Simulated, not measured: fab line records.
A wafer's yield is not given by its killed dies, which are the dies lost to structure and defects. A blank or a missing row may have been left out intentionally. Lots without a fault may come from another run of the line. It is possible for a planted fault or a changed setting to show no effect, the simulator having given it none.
Commonality check across tools    flow gf180mcu    Lots sampled 15, wafers sampled 45

== REASON IT WAS OPENED ==
On 3 of the 15 lots, a flag is raised at GF_V3_CD_MEAS_14 on the reading cdNm. No-fault wafers: 259.9 nm, standard deviation 1.2.
Rule: flag the lot when none of its wafers has a number, or when each of its wafers that has one lies beyond 4 standard deviations from that mean. As for the other lots, they are considered sound.

lot   measured      on        cdNm (nm), wafer by wafer  flag
L925  day 22 07:04  cdSem-01  261.0 260.0 259.8          
L927  day 23 00:17  cdSem-01  259.4 258.7 258.5          
L929  day 23 21:01  cdSem-02  262.7 262.1 261.8          
L931  day 24 18:16  cdSem-01  260.4 258.1 259.7          
L933  day 25 10:30  cdSem-01  260.3 260.0 260.3          
L934  day 25 16:28  cdSem-01  260.5 259.6 260.0          
L935  day 25 21:49  cdSem-01  260.6 259.5 259.4          
L936  day 26 07:09  cdSem-02  283.5 283.0 284.1          FLAGGED
L937  day 26 19:50  cdSem-02  284.4 284.8 283.4          FLAGGED
L938  day 26 21:29  cdSem-01  280.5 282.4 281.3          FLAGGED
L943  day 28 04:26  cdSem-01  258.9 258.6 259.4          
L944  day 28 15:39  cdSem-01  260.0 258.8 259.3          
L945  day 29 02:20  cdSem-02  260.4 260.3 259.7          
L946  day 29 03:37  cdSem-02  260.9 258.8 259.7          
L947  day 29 12:26  cdSem-01  259.3 258.4 258.8          
On average the flagged lots' numbers are 283.0 nm, which is +23.1 nm against the usual, or +19 standard deviations.

== EACH LOT AND THE TOOL IT RAN ON ==
4 process steps preceding the reading are held in the record, out of 602 steps in the route. Cell contents, in order: the tool; ch with the chambers the sampled wafers went through; the start.
lot   flag     GF_M3_SPUTTER_01             GF_M3_SPUTTER_03             GF_V3_CMP_04                   GF_V3_SOFTBAKE_10
L925           pvdSputter-02, day 20 06:49  pvdSputter-02, day 20 06:52  cmp-01 ch 1,2, day 21 07:32    lithoTrack-01 ch 0, day 21 19:00
L927           pvdSputter-01, day 21 00:10  pvdSputter-01, day 21 00:13  cmp-02 ch 0,1,2, day 22 01:24  lithoTrack-02 ch 0, day 22 13:00
L929           pvdSputter-04, day 21 21:16  pvdSputter-04, day 21 21:19  cmp-02 ch 0,1,2, day 22 22:19  lithoTrack-02 ch 0, day 23 09:00
L931           pvdSputter-02, day 22 18:36  pvdSputter-02, day 22 18:40  cmp-01 ch 0,1,2, day 23 19:11  lithoTrack-02 ch 0, day 24 06:00
L933           pvdSputter-02, day 23 12:45  pvdSputter-02, day 23 12:49  cmp-02 ch 0,1, day 24 12:35    lithoTrack-02 ch 0, day 24 23:00
L934           pvdSputter-04, day 23 19:28  pvdSputter-04, day 23 19:31  cmp-01 ch 0,1,2, day 24 18:37  lithoTrack-04 ch 0, day 25 05:00
L935           pvdSputter-04, day 24 00:58  pvdSputter-04, day 24 01:02  cmp-01 ch 0,2, day 25 00:23    lithoTrack-01 ch 0, day 25 11:00
L936  FLAGGED  pvdSputter-02, day 24 11:05  pvdSputter-02, day 24 11:09  cmp-01 ch 0,1,2, day 25 09:46  lithoTrack-02 ch 0, day 25 20:00
L937  FLAGGED  pvdSputter-01, day 24 20:55  pvdSputter-01, day 24 20:59  cmp-01 ch 2,3, day 25 23:34    lithoTrack-02 ch 0, day 26 09:00
L938  FLAGGED  pvdSputter-02, day 24 23:57  pvdSputter-02, day 25 00:01  cmp-02 ch 0,2, day 26 00:31    lithoTrack-02 ch 0, day 26 11:00
L943           pvdSputter-04, day 26 10:45  pvdSputter-04, day 26 10:49  cmp-02 ch 1,2, day 27 08:10    lithoTrack-04 ch 0, day 27 19:00
L944           pvdSputter-01, day 26 22:46  pvdSputter-01, day 26 22:49  cmp-01 ch 0,1,2, day 27 19:35  lithoTrack-04 ch 0, day 28 05:00
L945           pvdSputter-04, day 27 09:42  pvdSputter-04, day 27 09:46  cmp-02 ch 0,2, day 28 06:47    lithoTrack-02 ch 0, day 28 16:00
L946           pvdSputter-02, day 27 10:57  pvdSputter-02, day 27 11:01  cmp-01 ch 0,3, day 28 07:54    lithoTrack-02 ch 0, day 28 17:00
L947           pvdSputter-01, day 27 20:24  pvdSputter-01, day 27 20:28  cmp-01 ch 1,2,3, day 28 17:14  lithoTrack-02 ch 0, day 29 02:00
What the steps here do:
- GF_M3_SPUTTER_01: material TiN, target thk 30 nm, time 25 s.
- GF_M3_SPUTTER_03: material Ti, target thk 10 nm, time 6.7 s.
- GF_V3_CMP_04: polishes SiO2.
- GF_V3_SOFTBAKE_10: time 60 s.
- GF_V3_CD_MEAS_14: target cd 260 nm.

== FLAGGED AGAINST TOTAL, ONE TOOL AT A TIME (gauges that did the reading follow at the end) ==
step               tool           lots run  flagged  share of the flagged lots  sound lots run after its first flagged lot
GF_M3_SPUTTER_01   pvdSputter-01  4         1        some                       2 (L944,L947)
GF_M3_SPUTTER_01   pvdSputter-02  6         2        some                       1 (L946)
GF_M3_SPUTTER_01   pvdSputter-04  5         0        none                       -
GF_M3_SPUTTER_03   pvdSputter-01  4         1        some                       2 (L944,L947)
GF_M3_SPUTTER_03   pvdSputter-02  6         2        some                       1 (L946)
GF_M3_SPUTTER_03   pvdSputter-04  5         0        none                       -
GF_V3_CMP_04       cmp-01         9         2        some                       3 (L944,L946,L947)
GF_V3_CMP_04       cmp-02         6         1        some                       2 (L943,L945)
GF_V3_SOFTBAKE_10  lithoTrack-01  2         0        none                       -
GF_V3_SOFTBAKE_10  lithoTrack-02  10        3        all                        3 (L945,L946,L947)
GF_V3_SOFTBAKE_10  lithoTrack-04  3         0        none                       -
GF_V3_CD_MEAS_14   cdSem-01       10        1        some                       3 (L943,L944,L947)
GF_V3_CD_MEAS_14   cdSem-02       5         2        some                       2 (L945,L946)

== WHAT THE TABLE PERMITS ==
1 row of the table ran every flagged lot: lithoTrack-02 at GF_V3_SOFTBAKE_10.
- lithoTrack-02 at GF_V3_SOFTBAKE_10: 3 of its 10 lots flagged. Sound lots followed the first flagged one (L945, L946, L947) on it, something a lasting fault affecting the whole tool could not allow. Its own readings (heaterPowerTotalW, plateTempC) fall more than 4 standard deviations out on all wafers of the flagged lots.
No row of the table ran every flagged lot and no sound lot after the first.

== WHAT HAD BEEN PUT IN BY THE SIMULATOR ==
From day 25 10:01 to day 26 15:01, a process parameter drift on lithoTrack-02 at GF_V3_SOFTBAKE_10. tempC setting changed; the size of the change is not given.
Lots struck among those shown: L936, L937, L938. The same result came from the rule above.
